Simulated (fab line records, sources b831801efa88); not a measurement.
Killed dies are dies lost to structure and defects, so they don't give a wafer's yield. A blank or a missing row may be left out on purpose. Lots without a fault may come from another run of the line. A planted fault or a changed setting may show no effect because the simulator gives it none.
fab line records | flow sky130 | part 2 of 2: steps 31 to 42 of 42
record lots=5 wafers=15 last_day=48
route steps=708 shown SPACER@304 POLY_CUT@307 SD_P@320 RES_XHIGH@332 SD_N@342
lots that met no fault: from a run of the same line without faults
start_h: hours from the record's first day to the start of the lot's first wafer shown | wait_h: hours since the lot's step before | " the same as in the row above | L1.1+2: a row that stands for several wafers | - no value, or no start given | * or withheld: withheld | < > ~ a bound
route shown NAME@n: a module of which the file shows steps, and the number in the route of the first | usual: mean/standard deviation of fault-free wafers | same: alike in all rows | chamber/n: place in a boat | sites: the reading at each site | _std_site: their standard deviation | _edge_site: outer sites' mean less inner sites' | radius_mm: how far each site lies from the wafer's centre | mask NAME#n: copy n | behind: the tool/chamber that last shaped the wafer | hold: why the lot was held/for how many hours/how that ended | device: the transistor (n, p or np) that didn't switch | end of line: the same wafers' tests at the end of the route | a step without rows: its recipe alone | killed: dies lost to structure and defects at the first sort, not the wafer's yield | map: a wafer's dies, x killed, . not, _ none there
set.NAME: the setting as run; set.NAME@STEP: as run at that earlier step | model.NAME: the simulator's own value behind a step, which no gauge read
lots at some steps of the route; a table a step, a row a wafer
services: from which hour (start_h, from the record's first day; less than 0 if before it) a tool's chamber was out of use, for how many hours, and why
## steps
# step SKY_RES_XHIGH_COAT_02
# recipe resist=NOVOLAK spin_rpm=3000 resist_thk_nm=1140
# columns lot.wafer tool chamber start_h wait_h
L074.2+4+5 litho_track-04 0 606.25 0.1
L075.1+5+6 litho_track-04 0 615.68 0.1
L082.1+3+4 litho_track-04 0 681.63 0.1
L084.1+2+4 litho_track-04 0 696.03 0.1
L088.3+4+5 litho_track-01 0 724.67 0.1
# step SKY_RES_XHIGH_SOFTBAKE_03
# recipe temp_c=90 time_s=60 resist=NOVOLAK
# usual plate_temp_C=89.98/0.12
# columns lot.wafer tool chamber start_h wait_h plate_temp_C
L074.2 litho_track-04 0 606.40 0.1 89.94
L074.4 " 0 " " 90.05
L074.5 " 0 " " 89.87
L075.1 litho_track-04 0 615.83 0.1 90.22
L075.5 " 0 " " 90.10
L075.6 " 0 " " 89.96
L082.1 litho_track-04 0 681.78 0.1 90.04
L082.3 " 0 " " 89.96
L082.4 " 0 " " 90.23
L084.1 litho_track-04 0 696.18 0.1 90.04
L084.2 " 0 " " 90.15
L084.4 " 0 " " 90.12
L088.3 litho_track-01 0 724.82 0.1 89.89
L088.4 " 0 " " 90.11
L088.5 " 0 " " 89.94
# step SKY_RES_XHIGH_EXPOSE_04
# recipe mask_id=URPM na=0.6 source_shape=conventional sigma_outer=0.6 polarization=unpolarized target_cd_nm=1270 dose_mj=140
# same sigma_outer=0.6
# columns lot.wafer tool chamber start_h wait_h mask
L074.2+4+5 iline_stepper-01 0 - - URPM#0
L075.1+5+6 iline_stepper-01 0 - - URPM#0
L082.1+3+4 iline_stepper-02 0 - - URPM#0
L084.1+2+4 iline_stepper-01 0 - - URPM#0
L088.3+4+5 iline_stepper-01 0 - - URPM#0
# step SKY_RES_XHIGH_PEB_05
# recipe temp_c=withheld time_s=* resist=NOVOLAK
# columns lot.wafer tool chamber start_h wait_h
L074.2+4+5 litho_track-03 0 - -
L075.1+5+6 litho_track-03 0 - -
L082.1+3+4 litho_track-03 0 - -
L084.1+2+4 litho_track-04 0 - -
L088.3+4+5 litho_track-04 0 - -
# step SKY_RES_XHIGH_DEVELOP_06
# recipe resist=NOVOLAK developer=TMAH develop_time_s=60 dev_temp_c=23
# columns lot.wafer tool chamber start_h wait_h
L074.2+4+5 litho_track-03 0 621.11 0.1
L075.1+5+6 litho_track-03 0 629.34 0.1
L082.1+3+4 litho_track-03 0 695.64 0.1
L084.1+2+4 litho_track-04 0 710.33 0.1
L088.3+4+5 litho_track-04 0 738.53 0.1
# step SKY_RES_XHIGH_IMPLANT_07
# recipe species=BF2 energy_kev=20 dose_cm2=3.6e+14 tilt_deg=0
# columns lot.wafer tool chamber start_h wait_h
L074.2+4+5 implanter-01 0 621.26 0.1
L075.1+5+6 implanter-03 0 629.49 0.1
L082.1+3+4 implanter-02 0 695.79 0.1
L084.1+2+4 implanter-01 0 710.48 0.1
L088.3+4+5 implanter-03 0 738.68 0.1
# step SKY_RES_XHIGH_STRIP_08
# recipe chemistry=O2/N2 power_w=1400 pressure_mtorr=1500 platen_temp_c=withheld o2_flow_sccm=3000 n2_flow_sccm=300 overash_fraction=0.5
# usual drypump_motor_current_A=5.9/0.42 oes_product_au=0.711/0.0046 strip_time_to_endpoint_s=14.27/0.043
# columns lot.wafer tool chamber start_h wait_h drypump_motor_current_A oes_product_au rf_hours_counter_h strip_time_to_endpoint_s
L074.2 plasma_asher-02 0 621.39 0.1 5.6 0.713 19 14.27
L074.4 " 0 " " 5.6 0.712 - 14.28
L074.5 " 0 " " 5.5 0.697 - 14.31
L075.1 plasma_asher-02 0 629.64 0.1 5.6 0.709 20 14.28
L075.5 " 1 " " 5.9 0.715 - 14.25
L075.6 " 0 " " 5.5 0.719 - 14.25
L082.1 plasma_asher-02 0 695.94 0.1 5.6 0.707 26 14.28
L082.3 " 1 " " 5.9 0.715 - 14.27
L082.4 " 0 " " 5.6 0.725 - 14.26
L084.1 plasma_asher-03 0 710.63 0.1 5.2 0.712 88 14.35
L084.2 " 1 " " 6.3 0.717 88 14.30
L084.4 " 1 " " 6.3 0.706 - 14.32
L088.3 plasma_asher-02 1 738.81 0.1 5.9 0.715 - 14.27
L088.4 " 0 " " 5.6 0.720 - 14.29
L088.5 " 1 " " 5.8 0.704 - 14.24
# step SKY_RES_XHIGH_TW_MEAS_09
# usual RES_XHIGH_TW=1639/11
# columns lot.wafer tool chamber start_h wait_h RES_XHIGH_TW
L074.2 film_metro-03 - 621.50 0.1 1636
L074.4 " - " " 1642
L074.5 " - " " 1629
L075.1 film_metro-01 - 629.74 0.1 1636
L075.5 " - " " 1640
L075.6 " - " " 1642
L082.1 film_metro-03 - 696.04 0.1 1636
L082.3 " - " " 1633
L082.4 " - " " 1634
L084.1 film_metro-01 - 710.73 0.1 1647
L084.2 " - " " 1643
L084.4 " - " " 1647
L088.3 film_metro-01 - 738.90 0.1 1641
L088.4 " - " " 1645
L088.5 " - " " 1645
# step SKY_SD_N_DEHYDRATE_00
# recipe temp_c=200 time_s=60
# usual plate_temp_C=200.00/0.15
# columns lot.wafer tool chamber start_h wait_h plate_temp_C
L074.2 litho_track-04 0 634.55 13.0 199.94
L074.4 " 0 " " 200.00
L074.5 " 0 " " 199.96
L075.1 litho_track-02 0 644.04 14.3 200.14
L075.5 " 0 " " 199.91
L075.6 " 0 " " 200.11
L082.1 litho_track-02 0 709.69 13.6 199.91
L082.3 " 0 " " 199.82
L082.4 " 0 " " 199.78
L084.1 litho_track-04 0 723.13 12.4 200.03
L084.2 " 0 " " 200.07
L084.4 " 0 " " 199.99
L088.3 litho_track-04 0 751.03 12.1 199.93
L088.4 " 0 " " 200.13
L088.5 " 0 " " 199.93
# step SKY_SD_N_HMDS_01
# recipe prime_time_s=60 prime_temp_c=120
# columns lot.wafer tool chamber start_h wait_h
L074.2+4+5 litho_track-04 0 634.70 0.1
L075.1+5+6 litho_track-02 0 644.19 0.1
L082.1+3+4 litho_track-02 0 709.84 0.1
L084.1+2+4 litho_track-04 0 723.28 0.1
L088.3+4+5 litho_track-04 0 751.18 0.1
# step SKY_SD_N_COAT_02
# recipe resist=NOVOLAK spin_rpm=3000 resist_thk_nm=1140
# columns lot.wafer tool chamber start_h wait_h
L074.2+4+5 litho_track-04 0 634.85 0.1
L075.1+5+6 litho_track-02 0 644.34 0.1
L082.1+3+4 litho_track-02 0 709.99 0.1
L084.1+2+4 litho_track-04 0 723.43 0.1
L088.3+4+5 litho_track-04 0 751.33 0.1
# step SKY_SD_N_SOFTBAKE_03
# recipe temp_c=90 time_s=60 resist=NOVOLAK
# usual plate_temp_C=90.00/0.11
# columns lot.wafer tool chamber start_h wait_h plate_temp_C
L074.2 litho_track-04 0 635.00 0.1 89.96
L074.4 " 0 " " 90.24
L074.5 " 0 " " 89.99
L075.1 litho_track-02 0 644.49 0.1 89.92
L075.5 " 0 " " 90.14
L075.6 " 0 " " 90.01
L082.1 litho_track-02 0 710.14 0.1 89.91
L082.3 " 0 " " 90.02
L082.4 " 0 " " 89.97
L084.1 litho_track-04 0 723.58 0.1 90.04
L084.2 " 0 " " 89.99
L084.4 " 0 " " 89.95
L088.3 litho_track-04 0 751.48 0.1 89.99
L088.4 " 0 " " 90.04
L088.5 " 0 " " 90.10
## services
# columns tool chamber start_h hours kind
plasma_asher-02 - 512.16 2.7 pm
krf_scanner-02 - 516.06 1.3 pm
iline_stepper-01 - 563.91 17.0 repair
krf_scanner-02 - 564.02 0.8 pm
iline_stepper-01 - 564.74 30.6 repair
plasma_asher-02 - 575.01 9.5 repair
iline_stepper-01 - 595.31 1.7 pm
rie_diel-01 - 601.03 7.9 repair
implanter-01 - 622.01 5.2 repair
iline_stepper-01 - 627.01 2.2 repair
rie_diel-01 1 629.23 4.1 repair
rie_diel-01 - 640.25 2.8 pm
lpcvd-02 - 650.49 1.6 repair
lpcvd-02 - 652.50 0.8 repair
plasma_asher-01 - 652.71 3.1 repair
krf_scanner-02 - 656.71 1.0 pm
krf_scanner-02 - 676.15 3.6 pm
krf_scanner-02 - 694.62 1.3 pm
iline_stepper-01 - 700.63 1.9 repair
lpcvd-02 - 700.93 14.6 pm
rie_diel-01 0 706.44 10.7 repair
iline_stepper-02 - 722.13 2.1 pm
krf_scanner-02 - 732.48 0.8 pm
iline_stepper-01 - 742.17 2.3 repair
